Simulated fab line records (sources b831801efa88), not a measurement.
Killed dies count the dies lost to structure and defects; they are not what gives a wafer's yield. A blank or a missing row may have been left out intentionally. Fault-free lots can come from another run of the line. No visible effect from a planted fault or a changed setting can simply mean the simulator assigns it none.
Struck lot and sound lot, side by side -- flow sky130 -- 14 steps out of a route of 708
Sound: wafers L808.2, L808.3, L808.4. Wafers struck: L812.1, L812.3, L812.6. The cause is named last.
At each step with rows: each side's tool, then ch and its chambers, then its first start. Under that, the readings that differ: sound wafers -- struck wafers -- difference of the means -- sigmas: that difference in standard deviations of wafers without a fault.
alike: readings with means less than 2 such deviations apart, plus words and numbers identical on both sides. not compared: withheld readings, readings lacking a value on some wafer, bounds such as >300 that could conceal the same value, and numbers that have no deviation in the record and whose values overlap.
A row with sigmas, a row that says differs or no value, or rows on one side alone: a step with any of these is where the two part. When numbers do not overlap yet have no deviation, they are printed without sigmas and do not part them. Lack of a reading on every wafer of one side parts them only where that side has two or more wafers.

first, 4 steps without rows for these wafers: SKY_VIA2_SOFTBAKE_08 (time 90 s); SKY_VIA2_EXPOSE_09 (exposes mask VIM2, target cd 200 nm); SKY_VIA2_PEB_10; SKY_VIA2_DEVELOP_11 (develop time 60 s).
SKY_VIA2_CD_MEAS_12 targets a cd of 200 nm.
  sound on cdSem-01, day 39 12:08; struck on cdSem-02, day 40 14:04
  alike: cdNm
SKY_VIA2_OVL_MEAS_13:
  sound on overlay-01, day 39 12:14; struck on overlay-02, day 40 14:11
  alike: VIA2_OVL
SKY_VIA2_ETCH_14: etches BARC in N2/H2, stops on SiO2, time 45.9 s, target depth 60 nm.
  sound on rieDiel-02 ch 0,1,2, day 39 12:16; struck on rieDiel-04 ch 1,3, day 40 14:13
  alike: drypumpMotorCurrentA, oesProductAu, throttleValvePct
  not compared: rfHoursCounterH
SKY_VIA2_ETCH_15: etches SiO2 in C4F8/O2/Ar, stops on TiN, target depth 546 nm, time 84 s.
  sound on rieDiel-02 ch 0,1,2, day 39 12:19; struck on rieDiel-04 ch 1,3, day 40 14:16
  alike: oesProductAu
  not compared: rfHoursCounterH
SKY_VIA2_STRIP_16: strips in O2/N2.
  sound on plasmaAsher-04 ch 0,1, day 39 12:22; struck on plasmaAsher-01 ch 0,1, day 40 14:19
  alike: drypumpMotorCurrentA, oesProductAu, stripTimeToEndpointS
  not compared: rfHoursCounterH
then, 3 steps without rows for these wafers: SKY_VIA2_STRIP_17 (strips in post etch residue remover, time 1200 s); SKY_VIA2_CLEAN_18 (cleans in IPA, time 180 s); SKY_VIA2_CLEAN_19 (cleans in O3/DIW).
SKY_VIA2_SPUTTER_20: material TiN, target thk 20 nm, time 80 s.
  sound on pvdSputter-03, day 39 12:58; struck on pvdSputter-03, day 40 14:55
reading,sound,struck,difference,sigmas
cathodeDcPowerW (W),4000.2 3999.9 4000.2,3611.4 3610.7 3612.0,-388.7,-99 or more
model.TiN_of_VIA2_SPUTTER_20.thkNm (nm),20.15 20.22 20.1,17.7 17.66 17.58,-2.5,
  alike: throttleValvePct
SKY_VIA2_CVD_21: deposits W, target thk 420 nm, time 126.4 s.
  sound on cvdW-02 ch 0,1, day 39 13:02; struck on cvdW-01 ch 0,1, day 40 14:59
  alike: heaterPowerW

WHERE THEY PART
Within this record, at SKY_VIA2_SPUTTER_20 only. Later steps at which nothing parts them and some readings are alike: SKY_VIA2_CVD_21.

WHY: the cause the simulator had injected
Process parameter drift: pvdSputter-03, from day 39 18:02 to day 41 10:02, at SKY_VIA2_SPUTTER_20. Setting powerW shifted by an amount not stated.
